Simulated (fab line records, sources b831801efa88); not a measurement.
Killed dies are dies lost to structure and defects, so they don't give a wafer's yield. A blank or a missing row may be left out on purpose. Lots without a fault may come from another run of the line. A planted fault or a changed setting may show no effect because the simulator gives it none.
fab line records | flow gf180mcu
record lots=5 wafers=15 last_day=33
route steps=602 shown NWELL@52 LVPWELL@54 MVSD@66 MVPSD@78
lots that met no fault: from a run of the same line without faults
start_h: hours from the record's first day to the start of the lot's first wafer shown | wait_h: hours since the lot's step before | " the same as in the row above | L1.1+2: a row that stands for several wafers | - no value, or no start given | * or withheld: withheld | < > ~ a bound
route shown NAME@n: a module of which the file shows steps, and the number in the route of the first | usual: mean/standard deviation of fault-free wafers | same: alike in all rows | chamber/n: place in a boat | sites: the reading at each site | _std_site: their standard deviation | _edge_site: outer sites' mean less inner sites' | radius_mm: how far each site lies from the wafer's centre | mask NAME#n: copy n | behind: the tool/chamber that last shaped the wafer | hold: why the lot was held/for how many hours/how that ended | device: the transistor (n, p or np) that didn't switch | end of line: the same wafers' tests at the end of the route | a step without rows: its recipe alone | killed: dies lost to structure and defects at the first sort, not the wafer's yield | map: a wafer's dies, x killed, . not, _ none there
set.NAME: the setting as run; set.NAME@STEP: as run at that earlier step | model.NAME: the simulator's own value behind a step, which no gauge read
lots at some steps of the route; a table a step, a row a wafer
services: from which hour (start_h, from the record's first day; less than 0 if before it) a tool's chamber was out of use, for how many hours, and why
## steps
# step GF_NWELL_STRIP_10
# recipe chemistry=O2/N2 power_w=1400 pressure_mtorr=1500 platen_temp_c=250 o2_flow_sccm=3000 n2_flow_sccm=300 overash_fraction=0.5
# usual drypump_motor_current_A=5.6/0.43 heater_power_w=322/20 oes_product_au=0.722/0.0046 platen_temp_c=250.04/0.15 strip_time_to_endpoint_s=37.40/0.12
# columns lot.wafer tool chamber start_h wait_h drypump_motor_current_A heater_power_w oes_product_au platen_temp_c rf_hours_counter_h strip_time_to_endpoint_s
L083.1 plasma_asher-02 0 105.24 0.1 6.0 352 0.729 250.04 43 37.46
L083.3 " 0 " " 6.0 341 0.722 250.20 - 37.48
L083.4 " 1 " " 4.8 325 0.717 249.91 - 37.55
L085.2 plasma_asher-04 1 115.00 0.1 6.1 341 0.728 250.04 48 37.14
L085.3 " 1 " " 6.1 347 0.719 249.78 - 37.38
L085.4 " 0 " " 5.4 325 0.723 250.07 - 37.37
L090.1 plasma_asher-02 0 142.84 0.1 6.0 350 0.726 249.99 47 37.45
L090.3 " 0 " " 6.0 338 0.727 250.13 - 37.55
L090.5 " 1 " " 4.8 319 0.730 250.38 - 37.44
L091.4 plasma_asher-02 0 148.07 0.1 6.0 345 0.717 250.02 - 37.55
L091.5 " 0 " " 6.0 340 0.716 250.21 - 37.59
L091.6 " 1 " " 4.8 325 0.729 249.64 - 37.55
L092.1 plasma_asher-03 1 154.84 0.1 5.6 276 0.721 249.89 2 37.55
L092.3 " 0 " " 5.7 319 0.730 250.27 - 37.50
L092.5 " 0 " " 5.7 314 0.720 249.74 - 37.56
# step GF_NWELL_TW_MEAS_11
# usual NWELL_TW=1581/13
# columns lot.wafer tool chamber start_h wait_h NWELL_TW
L083.1 film_metro-04 - 105.34 0.1 1594
L083.3 " - " " 1599
L083.4 " - " " 1585
L085.2 film_metro-02 - 115.11 0.1 1573
L085.3 " - " " 1571
L085.4 " - " " 1563
L090.1 film_metro-02 - 142.94 0.1 1568
L090.3 " - " " 1568
L090.5 " - " " 1578
L091.4 film_metro-04 - 148.17 0.1 1606
L091.5 " - " " 1586
L091.6 " - " " 1588
L092.1 film_metro-01 - 154.94 0.1 1583
L092.3 " - " " 1579
L092.5 " - " " 1579
# step GF_LVPWELL_DEHYDRATE_00
# recipe temp_c=200 time_s=60
# usual plate_temp_C=200.01/0.16
# same time_s=60
# columns lot.wafer tool chamber start_h wait_h plate_temp_C
L083.1 litho_track-04 0 111.75 6.4 200.12
L083.3 " 0 " " 199.95
L083.4 " 0 " " 200.09
L085.2 litho_track-03 0 121.83 6.7 200.11
L085.3 " 0 " " 199.90
L085.4 " 0 " " 200.21
L090.1 litho_track-03 0 149.55 6.6 200.09
L090.3 " 0 " " 200.04
L090.5 " 0 " " 199.99
L091.4 litho_track-04 0 155.32 7.1 200.35
L091.5 " 0 " " 200.01
L091.6 " 0 " " 200.30
L092.1 litho_track-01 0 162.45 7.5 199.96
L092.3 " 0 " " 200.23
L092.5 " 0 " " 200.06
# step GF_LVPWELL_HMDS_01
# recipe prime_time_s=60 prime_temp_c=120
# columns lot.wafer tool chamber start_h wait_h
L083.1+3+4 litho_track-04 0 111.90 0.1
L085.2+3+4 litho_track-03 0 121.98 0.1
L090.1+3+5 litho_track-03 0 149.70 0.1
L091.4+5+6 litho_track-04 0 155.47 0.1
L092.1+3+5 litho_track-01 0 162.60 0.1
# step GF_LVPWELL_COAT_02
# recipe spin_rpm=2000 resist_thk_nm=3000
# columns lot.wafer tool chamber start_h wait_h
L083.1+3+4 litho_track-04 0 112.05 0.1
L085.2+3+4 litho_track-03 0 122.13 0.1
L090.1+3+5 litho_track-03 0 149.85 0.1
L091.4+5+6 litho_track-04 0 155.62 0.1
L092.1+3+5 litho_track-01 0 162.75 0.1
# step GF_LVPWELL_SOFTBAKE_03
# recipe temp_c=110 time_s=withheld
# usual plate_temp_C=109.99/0.11
# columns lot.wafer tool chamber start_h wait_h plate_temp_C
L083.1 litho_track-04 0 112.20 0.1 110.09
L083.3 " 0 " " 110.28
L083.4 " 0 " " 109.96
L085.2 litho_track-03 0 122.29 0.1 110.04
L085.3 " 0 " " 110.13
L085.4 " 0 " " 109.95
L090.1 litho_track-03 0 150.00 0.1 110.00
L090.3 " 0 " " 109.99
L090.5 " 0 " " 110.04
L091.4 litho_track-04 0 155.80 0.1 110.00
L091.5 " 0 " " 110.05
L091.6 " 0 " " 109.88
L092.1 litho_track-01 0 162.90 0.1 109.91
L092.3 " 0 " " 109.94
L092.5 " 0 " " 109.93
# step GF_LVPWELL_EXPOSE_04
# recipe mask_id=LVPWELL target_cd_nm=600 na=0.6 source_shape=conventional sigma_outer=0.6 dose_mj=260
# columns lot.wafer tool chamber start_h wait_h mask
L083.1+3+4 iline_stepper-02 0 - - LVPWELL#0
L085.2+3+4 iline_stepper-01 0 - - LVPWELL#0
L090.1+3+5 iline_stepper-02 0 - - LVPWELL#0
L091.4+5+6 iline_stepper-01 0 - - LVPWELL#0
L092.1+3+5 iline_stepper-01 0 - - LVPWELL#0
# step GF_LVPWELL_PEB_05
# recipe temp_c=115 time_s=withheld
# usual plate_temp_C=115.02/0.13
# columns lot.wafer tool chamber start_h wait_h plate_temp_C
L083.1 litho_track-03 0 - - 114.97
L083.3 " 0 " " 114.98
L083.4 " 0 " " 115.04
L085.2 litho_track-01 0 - - 115.04
L085.3 " 0 " " 115.17
L085.4 " 0 " " 115.15
L090.1 litho_track-04 0 - - 115.14
L090.3 " 0 " " 115.16
L090.5 " 0 " " 115.13
L091.4 litho_track-04 0 - - 115.14
L091.5 " 0 " " 114.92
L091.6 " 0 " " 115.20
L092.1 litho_track-04 0 - - 114.98
L092.3 " 0 " " 114.88
L092.5 " 0 " " 115.09
# step GF_LVPWELL_DEVELOP_06
# recipe wall_angle_deg=90 develop_time_s=60 dev_temp_c=23
# columns lot.wafer tool chamber start_h wait_h
L083.1+3+4 litho_track-03 0 - -
L085.2+3+4 litho_track-01 0 - -
L090.1+3+5 litho_track-04 0 - -
L091.4+5+6 litho_track-04 0 - -
L092.1+3+5 litho_track-04 0 - -
# step GF_LVPWELL_OVL_MEAS_07
# usual LVPWELL_OVL=-1.0/1.4
# columns lot.wafer tool chamber start_h wait_h LVPWELL_OVL[nm]
L083.1 overlay-02 - 119.35 - -2.4
L083.3 " - " " -1.7
L083.4 " - " " -1.8
L085.2 overlay-01 - 129.06 - -2.6
L085.3 " - " " -1.4
L085.4 " - " " -2.5
L090.1 overlay-01 - 158.25 - 0.2
L090.3 " - " " -1.3
L090.5 " - " " -0.8
L091.4 overlay-01 - 163.82 - -1.4
L091.5 " - " " -0.6
L091.6 " - " " 0.3
L092.1 overlay-02 - 170.90 - -2.5
L092.3 " - " " -0.1
L092.5 " - " " -1.6
# step GF_LVPWELL_IMPLANT_08
# recipe species=B energy_kev=170 dose_cm2=1.5e+13 tilt_deg=0
# usual dose_ions_cm2=1.4999e+13/1.6e+10
# columns lot.wafer tool chamber start_h wait_h dose_ions_cm2
L083.1 implanter-04 0 119.39 0.0 1.5014e+13
L083.3 " 0 " " 1.5017e+13
L083.4 " 0 " " 1.5006e+13
L085.2 implanter-01 0 129.11 0.0 1.4982e+13
L085.3 " 0 " " 1.5003e+13
L085.4 " 0 " " 1.4958e+13
L090.1 implanter-04 0 158.28 0.0 1.4989e+13
L090.3 " 0 " " 1.4993e+13
L090.5 " 0 " " 1.5005e+13
L091.4 implanter-03 0 163.91 0.1 1.4991e+13
L091.5 " 0 " " 1.5006e+13
L091.6 " 0 " " 1.4983e+13
L092.1 implanter-01 0 170.93 0.0 1.5025e+13
L092.3 " 0 " " 1.5001e+13
L092.5 " 0 " " 1.4993e+13
# step GF_LVPWELL_IMPLANT_09
# recipe species=B energy_kev=60 dose_cm2=5e+12 tilt_deg=0
# usual dose_ions_cm2=4.999e+12/7e+09
# columns lot.wafer tool chamber start_h wait_h dose_ions_cm2
L083.1 implanter-04 0 119.54 0.1 4.995e+12
L083.3 " 0 " " 4.991e+12
L083.4 " 0 " " 4.989e+12
L085.2 implanter-01 0 129.26 0.1 5.005e+12
L085.3 " 0 " " 5.015e+12
L085.4 " 0 " " 5.012e+12
L090.1 implanter-04 0 158.43 0.1 4.988e+12
L090.3 " 0 " " 4.996e+12
L090.5 " 0 " " 4.986e+12
L091.4 implanter-03 0 164.06 0.1 4.999e+12
L091.5 " 0 " " 4.998e+12
L091.6 " 0 " " 5.006e+12
L092.1 implanter-01 0 171.08 0.1 4.994e+12
L092.3 " 0 " " 4.997e+12
L092.5 " 0 " " 5.01e+12
# step GF_LVPWELL_STRIP_10
# recipe chemistry=O2/N2 power_w=1400 pressure_mtorr=1500 platen_temp_c=250 o2_flow_sccm=3000 n2_flow_sccm=300 overash_fraction=0.5
# usual drypump_motor_current_A=5.5/0.38 heater_power_w=322/18 oes_product_au=0.723/0.0047 platen_temp_c=249.97/0.17 strip_time_to_endpoint_s=37.01/0.099
# columns lot.wafer tool chamber start_h wait_h drypump_motor_current_A heater_power_w oes_product_au platen_temp_c rf_hours_counter_h strip_time_to_endpoint_s
L083.1 plasma_asher-02 0 119.69 0.1 6.0 347 0.720 249.95 44 37.04
L083.3 " 1 " " 4.8 321 0.719 250.19 - 37.08
L083.4 " 0 " " 6.0 346 0.729 250.16 - 37.00
L085.2 plasma_asher-02 1 129.39 0.1 4.8 329 0.730 250.05 45 37.08
L085.3 " 1 " " 4.8 325 0.723 249.89 - 36.97
L085.4 " 0 " " 6.0 344 0.726 249.95 - 36.97
L090.1 plasma_asher-02 1 158.58 0.1 4.8 326 0.720 250.05 49 36.88
L090.3 " 1 " " 4.8 323 0.722 249.89 - 36.97
L090.5 " 0 " " 6.0 349 0.731 249.63 - 36.87
L091.4 plasma_asher-01 0 164.17 0.1 5.4 320 0.724 249.99 - 36.91
L091.5 " 1 " " 5.5 321 0.713 250.02 - 36.90
L091.6 " 0 " " 5.3 321 0.723 249.94 - 36.94
L092.1 plasma_asher-03 0 171.23 0.1 5.7 313 0.726 249.99 4 37.02
L092.3 " 1 " " 5.6 284 0.716 250.12 - 37.07
L092.5 " 1 " " 5.6 277 0.715 250.05 - 37.07
# step GF_LVPWELL_TW_MEAS_11
# usual LVPWELL_TW=561/6.1
# columns lot.wafer tool chamber start_h wait_h LVPWELL_TW
L083.1 film_metro-04 - 119.79 0.1 570
L083.3 " - " " 572
L083.4 " - " " 570
L085.2 film_metro-04 - 129.50 0.1 569
L085.3 " - " " 565
L085.4 " - " " 566
L090.1 film_metro-01 - 158.68 0.1 563
L090.3 " - " " 563
L090.5 " - " " 567
L091.4 film_metro-02 - 164.26 0.1 553
L091.5 " - " " 553
L091.6 " - " " 554
L092.1 film_metro-02 - 171.33 0.1 556
L092.3 " - " " 553
L092.5 " - " " 557
# step GF_MVSD_DEHYDRATE_00
# recipe temp_c=200 time_s=60
# usual plate_temp_C=200.02/0.16
# same time_s=60
# columns lot.wafer tool chamber start_h wait_h plate_temp_C
L083.1 litho_track-03 0 126.65 6.9 200.02
L083.3 " 0 " " 200.06
L083.4 " 0 " " 200.16
L085.2 litho_track-04 0 137.07 7.6 200.12
L085.3 " 0 " " 199.89
L085.4 " 0 " " 200.01
L090.1 litho_track-04 0 165.90 7.2 200.23
L090.3 " 0 " " 199.90
L090.5 " 0 " " 199.87
L091.4 litho_track-03 0 171.88 7.6 199.76
L091.5 " 0 " " 199.78
L091.6 " 0 " " 199.97
L092.1 litho_track-04 0 179.05 7.7 199.87
L092.3 " 0 " " 200.08
L092.5 " 0 " " 199.99
# step GF_MVSD_HMDS_01
# recipe prime_time_s=60 prime_temp_c=120
# columns lot.wafer tool chamber start_h wait_h
L083.1+3+4 litho_track-03 0 126.80 0.1
L085.2+3+4 litho_track-04 0 137.22 0.1
L090.1+3+5 litho_track-04 0 166.05 0.1
L091.4+5+6 litho_track-03 0 172.03 0.1
L092.1+3+5 litho_track-04 0 179.20 0.1
# step GF_MVSD_COAT_02
# recipe spin_rpm=2000 resist_thk_nm=3000
# columns lot.wafer tool chamber start_h wait_h
L083.1+3+4 litho_track-03 0 126.95 0.1
L085.2+3+4 litho_track-04 0 137.37 0.1
L090.1+3+5 litho_track-04 0 166.20 0.1
L091.4+5+6 litho_track-03 0 172.18 0.1
L092.1+3+5 litho_track-04 0 179.35 0.1
# step GF_MVSD_SOFTBAKE_03
# recipe temp_c=110 time_s=withheld
# usual plate_temp_C=109.99/0.14
# columns lot.wafer tool chamber start_h wait_h plate_temp_C
L083.1 litho_track-03 0 127.10 0.1 110.15
L083.3 " 0 " " 110.19
L083.4 " 0 " " 110.10
L085.2 litho_track-04 0 137.53 0.1 110.06
L085.3 " 0 " " 109.82
L085.4 " 0 " " 109.89
L090.1 litho_track-04 0 166.35 0.1 110.32
L090.3 " 0 " " 109.77
L090.5 " 0 " " 110.02
L091.4 litho_track-03 0 172.35 0.1 110.00
L091.5 " 0 " " 110.10
L091.6 " 0 " " 110.13
L092.1 litho_track-04 0 179.50 0.1 109.78
L092.3 " 0 " " 110.11
L092.5 " 0 " " 109.86
# step GF_MVSD_EXPOSE_04
# recipe mask_id=MVSD target_cd_nm=1000 na=0.6 source_shape=conventional sigma_outer=0.6 dose_mj=260
# columns lot.wafer tool chamber start_h wait_h mask
L083.1+3+4 iline_stepper-02 0 - - MVSD#0
L085.2+3+4 iline_stepper-01 0 - - MVSD#0
L090.1+3+5 iline_stepper-02 0 - - MVSD#0
L091.4+5+6 iline_stepper-02 0 - - MVSD#0
L092.1+3+5 iline_stepper-01 0 - - MVSD#0
# step GF_MVSD_PEB_05
# recipe temp_c=115 time_s=withheld
# usual plate_temp_C=114.97/0.14
# columns lot.wafer tool chamber start_h wait_h plate_temp_C
L083.1 litho_track-04 0 - - 115.03
L083.3 " 0 " " 114.82
L083.4 " 0 " " 114.89
L085.2 litho_track-04 0 - - 115.04
L085.3 " 0 " " 115.32
L085.4 " 0 " " 114.97
L090.1 litho_track-02 0 - - 115.09
L090.3 " 0 " " 115.03
L090.5 " 0 " " 114.86
L091.4 litho_track-02 0 - - 114.81
L091.5 " 0 " " 114.95
L091.6 " 0 " " 114.84
L092.1 litho_track-04 0 - - 114.93
L092.3 " 0 " " 114.86
L092.5 " 0 " " 114.84
# step GF_MVSD_DEVELOP_06
# recipe wall_angle_deg=90 develop_time_s=60 dev_temp_c=23
# columns lot.wafer tool chamber start_h wait_h
L083.1+3+4 litho_track-04 0 - -
L085.2+3+4 litho_track-04 0 - -
L090.1+3+5 litho_track-02 0 - -
L091.4+5+6 litho_track-02 0 - -
L092.1+3+5 litho_track-04 0 - -
# step GF_MVSD_OVL_MEAS_07
# usual MVSD_OVL=-0.1/1.3
# columns lot.wafer tool chamber start_h wait_h MVSD_OVL[nm]
L083.1 overlay-01 - 134.70 - -0.9
L083.3 " - " " -0.2
L083.4 " - " " 0.9
L085.2 overlay-02 - 145.10 - -1.4
L085.3 " - " " -0.8
L085.4 " - " " -1.1
L090.1 overlay-02 - 174.32 - -1.9
L090.3 " - " " 0.4
L090.5 " - " " 0.8
L091.4 overlay-02 - 180.18 - 0.3
L091.5 " - " " -2.2
L091.6 " - " " 0.8
L092.1 overlay-01 - 187.45 - 0.2
L092.3 " - " " -1.6
L092.5 " - " " 1.5
# step GF_MVSD_IMPLANT_08
# recipe species=P energy_kev=400 dose_cm2=1.676e+13 tilt_deg=0
# usual dose_ions_cm2=1.676e+13/2e+10
# columns lot.wafer tool chamber start_h wait_h dose_ions_cm2
L083.1 implanter-02 0 134.73 0.0 1.6751e+13
L083.3 " 0 " " 1.6757e+13
L083.4 " 0 " " 1.6754e+13
L085.2 implanter-01 0 145.16 0.0 1.676e+13
L085.3 " 0 " " 1.6769e+13
L085.4 " 0 " " 1.679e+13
L090.1 implanter-01 0 174.35 0.0 1.6786e+13
L090.3 " 0 " " 1.6779e+13
L090.5 " 0 " " 1.6763e+13
L091.4 implanter-03 0 180.28 0.1 1.6764e+13
L091.5 " 0 " " 1.6759e+13
L091.6 " 0 " " 1.6759e+13
L092.1 implanter-01 0 187.48 0.0 1.6747e+13
L092.3 " 0 " " 1.6752e+13
L092.5 " 0 " " 1.6772e+13
# step GF_MVSD_IMPLANT_09
# recipe species=P energy_kev=100 dose_cm2=5e+12 tilt_deg=0
# usual dose_ions_cm2=5e+12/6.1e+09
# columns lot.wafer tool chamber start_h wait_h dose_ions_cm2
L083.1 implanter-02 0 134.88 0.1 5.005e+12
L083.3 " 0 " " 4.998e+12
L083.4 " 0 " " 5.006e+12
L085.2 implanter-01 0 145.31 0.1 5.001e+12
L085.3 " 0 " " 4.995e+12
L085.4 " 0 " " 4.986e+12
L090.1 implanter-01 0 174.50 0.1 4.995e+12
L090.3 " 0 " " 5e+12
L090.5 " 0 " " 4.994e+12
L091.4 implanter-03 0 180.43 0.1 4.993e+12
L091.5 " 0 " " 5.004e+12
L091.6 " 0 " " 4.996e+12
L092.1 implanter-01 0 187.63 0.1 4.997e+12
L092.3 " 0 " " 5.002e+12
L092.5 " 0 " " 4.999e+12
# step GF_MVSD_STRIP_10
# recipe chemistry=O2/N2 power_w=1400 pressure_mtorr=1500 platen_temp_c=250 o2_flow_sccm=3000 n2_flow_sccm=300 overash_fraction=0.5
# usual drypump_motor_current_A=5.5/0.45 heater_power_w=333/11 oes_product_au=0.723/0.0044 platen_temp_c=249.97/0.17 strip_time_to_endpoint_s=36.95/0.11
# columns lot.wafer tool chamber start_h wait_h drypump_motor_current_A heater_power_w oes_product_au platen_temp_c rf_hours_counter_h strip_time_to_endpoint_s
L083.1 plasma_asher-02 1 135.03 0.1 4.8 326 0.730 249.90 46 37.06
L083.3 " 0 " " 6.0 342 0.725 249.78 - 37.07
L083.4 " 1 " " 4.8 321 0.728 249.94 - 37.07
L085.2 plasma_asher-04 1 145.43 0.1 6.1 349 0.729 249.90 51 36.83
L085.3 " 0 " " 5.4 338 0.731 249.77 - 36.82
L085.4 " 1 " " 6.1 353 0.719 250.23 - 36.72
L090.1 plasma_asher-02 1 174.65 0.1 4.8 317 0.715 249.93 50 37.16
L090.3 " 1 " " 4.8 322 0.722 250.27 - 37.15
L090.5 " 1 " " 4.8 321 0.720 250.48 - 37.10
L091.4 plasma_asher-04 1 180.54 0.1 6.1 358 0.721 250.49 - 36.86
L091.5 " 1 " " 6.1 346 0.723 250.19 - 36.89
L091.6 " 0 " " 5.4 336 0.723 249.78 - 36.86
L092.1 plasma_asher-04 1 187.78 0.1 6.1 350 0.721 249.84 56 36.92
L092.3 " 0 " " 5.4 329 0.729 250.32 - 36.85
L092.5 " 1 " " 6.1 347 0.726 249.93 - 36.89
# step GF_MVSD_TW_MEAS_11
# usual MVSD_TW=1606/17
# columns lot.wafer tool chamber start_h wait_h MVSD_TW
L083.1 film_metro-02 - 135.13 0.1 1591
L083.3 " - " " 1596
L083.4 " - " " 1593
L085.2 film_metro-01 - 145.54 0.1 1607
L085.3 " - " " 1605
L085.4 " - " " 1608
L090.1 film_metro-01 - 174.75 0.1 1612
L090.3 " - " " 1606
L090.5 " - " " 1610
L091.4 film_metro-01 - 180.63 0.1 1615
L091.5 " - " " 1601
L091.6 " - " " 1604
L092.1 film_metro-04 - 187.88 0.1 1615
L092.3 " - " " 1606
L092.5 " - " " 1601
# step GF_MVPSD_DEHYDRATE_00
# recipe temp_c=200 time_s=60
# usual plate_temp_C=200.00/0.15
# same time_s=60
# columns lot.wafer tool chamber start_h wait_h plate_temp_C
L083.1 litho_track-02 0 142.22 7.1 199.92
L083.3 " 0 " " 199.82
L083.4 " 0 " " 199.86
L085.2 litho_track-02 0 152.89 7.3 200.02
L085.3 " 0 " " 200.13
L085.4 " 0 " " 200.00
L090.1 litho_track-01 0 182.50 7.7 200.12
L090.3 " 0 " " 200.03
L090.5 " 0 " " 200.16
L091.4 litho_track-04 0 188.27 7.6 200.07
L091.5 " 0 " " 199.67
L091.6 " 0 " " 199.97
L092.1 litho_track-01 0 196.05 8.2 200.14
L092.3 " 0 " " 199.96
L092.5 " 0 " " 199.98
# step GF_MVPSD_HMDS_01
# recipe prime_time_s=60 prime_temp_c=120
# columns lot.wafer tool chamber start_h wait_h
L083.1+3+4 litho_track-02 0 142.37 0.1
L085.2+3+4 litho_track-02 0 153.04 0.1
L090.1+3+5 litho_track-01 0 182.65 0.1
L091.4+5+6 litho_track-04 0 188.42 0.1
L092.1+3+5 litho_track-01 0 196.20 0.1
# step GF_MVPSD_COAT_02
# recipe spin_rpm=2000 resist_thk_nm=3000
# columns lot.wafer tool chamber start_h wait_h
L083.1+3+4 litho_track-02 0 142.52 0.1
L085.2+3+4 litho_track-02 0 153.19 0.1
L090.1+3+5 litho_track-01 0 182.80 0.1
L091.4+5+6 litho_track-04 0 188.57 0.1
L092.1+3+5 litho_track-01 0 196.35 0.1
# step GF_MVPSD_SOFTBAKE_03
# recipe temp_c=110 time_s=withheld
# usual plate_temp_C=110.01/0.14
# columns lot.wafer tool chamber start_h wait_h plate_temp_C
L083.1 litho_track-02 0 142.67 0.1 109.84
L083.3 " 0 " " 109.94
L083.4 " 0 " " 110.16
L085.2 litho_track-02 0 153.35 0.1 110.14
L085.3 " 0 " " 110.01
L085.4 " 0 " " 110.00
L090.1 litho_track-01 0 182.95 0.1 110.11
L090.3 " 0 " " 109.99
L090.5 " 0 " " 110.13
L091.4 litho_track-04 0 188.75 0.1 110.08
L091.5 " 0 " " 110.01
L091.6 " 0 " " 110.02
L092.1 litho_track-01 0 196.50 0.1 110.24
L092.3 " 0 " " 110.11
L092.5 " 0 " " 110.02
# step GF_MVPSD_EXPOSE_04
# recipe mask_id=MVPSD target_cd_nm=1000 na=0.6 source_shape=conventional sigma_outer=0.6 dose_mj=260
# columns lot.wafer tool chamber start_h wait_h mask
L083.1+3+4 iline_stepper-01 0 - - MVPSD#0
L085.2+3+4 iline_stepper-02 0 - - MVPSD#0
L090.1+3+5 iline_stepper-01 0 - - MVPSD#0
L091.4+5+6 iline_stepper-01 0 - - MVPSD#0
L092.1+3+5 iline_stepper-02 0 - - MVPSD#0
# step GF_MVPSD_PEB_05
# recipe temp_c=115 time_s=withheld
# usual plate_temp_C=114.96/0.13
# columns lot.wafer tool chamber start_h wait_h plate_temp_C
L083.1 litho_track-01 0 - - 114.82
L083.3 " 0 " " 114.84
L083.4 " 0 " " 114.93
L085.2 litho_track-02 0 - - 114.96
L085.3 " 0 " " 115.05
L085.4 " 0 " " 114.76
L090.1 litho_track-04 0 - - 114.97
L090.3 " 0 " " 115.07
L090.5 " 0 " " 115.15
L091.4 litho_track-02 0 - - 115.06
L091.5 " 0 " " 114.82
L091.6 " 0 " " 115.11
L092.1 litho_track-02 0 - - 115.24
L092.3 " 0 " " 115.10
L092.5 " 0 " " 115.17
# step GF_MVPSD_DEVELOP_06
# recipe wall_angle_deg=90 develop_time_s=60 dev_temp_c=23
# columns lot.wafer tool chamber start_h wait_h
L083.1+3+4 litho_track-01 0 - -
L085.2+3+4 litho_track-02 0 - -
L090.1+3+5 litho_track-04 0 - -
L091.4+5+6 litho_track-02 0 - -
L092.1+3+5 litho_track-02 0 - -
# step GF_MVPSD_OVL_MEAS_07
# usual MVPSD_OVL=-0.8/1.5
# columns lot.wafer tool chamber start_h wait_h MVPSD_OVL[nm]
L083.1 overlay-02 - 149.75 - 0.1
L083.3 " - " " -1.4
L083.4 " - " " -2.6
L085.2 overlay-02 - 161.57 - -3.9
L085.3 " - " " -1.9
L085.4 " - " " -6.2
L090.1 overlay-01 - 191.60 - 1.1
L090.3 " - " " -0.7
L090.5 " - " " -1.0
L091.4 overlay-02 - 197.58 - -1.0
L091.5 " - " " 1.3
L091.6 " - " " 0.0
L092.1 overlay-01 - 205.17 - -2.0
L092.3 " - " " -3.7
L092.5 " - " " -3.4
# step GF_MVPSD_IMPLANT_08
# recipe species=B energy_kev=170 dose_cm2=1.5e+13 tilt_deg=0
# usual dose_ions_cm2=1.5e+13/1.6e+10
# columns lot.wafer tool chamber start_h wait_h dose_ions_cm2
L083.1 implanter-04 0 149.79 0.0 1.5001e+13
L083.3 " 0 " " 1.5027e+13
L083.4 " 0 " " 1.5009e+13
L085.2 implanter-03 0 161.63 0.0 1.4998e+13
L085.3 " 0 " " 1.4983e+13
L085.4 " 0 " " 1.5015e+13
L090.1 implanter-04 0 191.63 0.0 1.5012e+13
L090.3 " 0 " " 1.4988e+13
L090.5 " 0 " " 1.4997e+13
L091.4 implanter-04 0 197.68 0.1 1.5021e+13
L091.5 " 0 " " 1.5009e+13
L091.6 " 0 " " 1.4971e+13
L092.1 implanter-03 0 205.20 0.0 1.4982e+13
L092.3 " 0 " " 1.5013e+13
L092.5 " 0 " " 1.5016e+13
# step GF_MVPSD_IMPLANT_09
# recipe species=B energy_kev=40 dose_cm2=5e+12 tilt_deg=0
# usual dose_ions_cm2=4.999e+12/4.9e+09
# columns lot.wafer tool chamber start_h wait_h dose_ions_cm2
L083.1 implanter-04 0 149.94 0.1 5.003e+12
L083.3 " 0 " " 5.01e+12
L083.4 " 0 " " 5.001e+12
L085.2 implanter-03 0 161.78 0.1 5.002e+12
L085.3 " 0 " " 4.996e+12
L085.4 " 0 " " 5e+12
L090.1 implanter-04 0 191.78 0.1 5.003e+12
L090.3 " 0 " " 4.991e+12
L090.5 " 0 " " 4.993e+12
L091.4 implanter-04 0 197.83 0.1 4.995e+12
L091.5 " 0 " " 5.013e+12
L091.6 " 0 " " 5.006e+12
L092.1 implanter-03 0 205.35 0.1 4.998e+12
L092.3 " 0 " " 4.996e+12
L092.5 " 0 " " 4.993e+12
# step GF_MVPSD_STRIP_10
# recipe chemistry=O2/N2 power_w=1400 pressure_mtorr=1500 platen_temp_c=250 o2_flow_sccm=3000 n2_flow_sccm=300 overash_fraction=0.5
# usual drypump_motor_current_A=5.57/0.23 heater_power_w=324/17 oes_product_au=0.723/0.0045 platen_temp_c=249.96/0.19 strip_time_to_endpoint_s=36.97/0.12
# columns lot.wafer tool chamber start_h wait_h drypump_motor_current_A heater_power_w oes_product_au platen_temp_c rf_hours_counter_h strip_time_to_endpoint_s
L083.1 plasma_asher-01 1 150.09 0.1 5.56 314 0.721 249.83 36 36.74
L083.3 " 1 " " 5.55 323 0.724 249.98 - 36.82
L083.4 " 0 " " 5.39 323 0.727 250.01 - 36.93
L085.2 plasma_asher-01 0 161.90 0.1 5.37 337 0.724 250.12 37 36.82
L085.3 " 1 " " 5.57 329 0.725 250.29 - 36.86
L085.4 " 0 " " 5.35 331 0.723 250.16 - 36.96
L090.1 plasma_asher-01 1 191.93 0.1 5.57 323 0.732 249.80 40 37.18
L090.3 " 1 " " 5.56 316 0.722 249.48 - 37.30
L090.5 " 0 " " 5.39 326 0.722 250.07 - 37.20
L091.4 plasma_asher-01 0 197.93 0.1 5.40 345 0.732 249.77 - 37.05
L091.5 " 0 " " 5.40 330 0.722 249.97 - 37.04
L091.6 " 1 " " 5.56 318 0.730 249.78 - 37.11
L092.1 plasma_asher-04 1 205.50 0.1 6.11 344 0.723 249.85 58 36.86
L092.3 " 1 " " 6.11 350 0.725 250.08 - 36.86
L092.5 " 1 " " 6.13 352 0.721 249.83 - 36.91
# step GF_MVPSD_TW_MEAS_11
# usual MVPSD_TW=556/4.7
# columns lot.wafer tool chamber start_h wait_h MVPSD_TW
L083.1 film_metro-02 - 150.19 0.1 548
L083.3 " - " " 547
L083.4 " - " " 550
L085.2 film_metro-01 - 162.01 0.1 557
L085.3 " - " " 556
L085.4 " - " " 555
L090.1 film_metro-01 - 192.03 0.1 557
L090.3 " - " " 557
L090.5 " - " " 555
L091.4 film_metro-01 - 198.03 0.1 556
L091.5 " - " " 557
L091.6 " - " " 555
L092.1 film_metro-04 - 205.60 0.1 557
L092.3 " - " " 556
L092.5 " - " " 556
## services
# columns tool chamber start_h hours kind
implanter-04 - 84.61 2.6 repair
implanter-02 - 91.46 1.7 repair
plasma_asher-03 - 108.75 9.0 pm
plasma_asher-03 0 108.75 9.0 vent_cycle
plasma_asher-03 1 108.75 9.0 vent_cycle
plasma_asher-03 0 117.75 - clean
plasma_asher-03 1 117.75 - clean
iline_stepper-02 - 133.74 1.7 pm
plasma_asher-03 - 136.71 14.6 pm
iline_stepper-02 - 137.56 6.8 repair
implanter-02 - 174.84 3.3 pm
plasma_asher-03 - 192.44 9.9 repair
## key
fault none
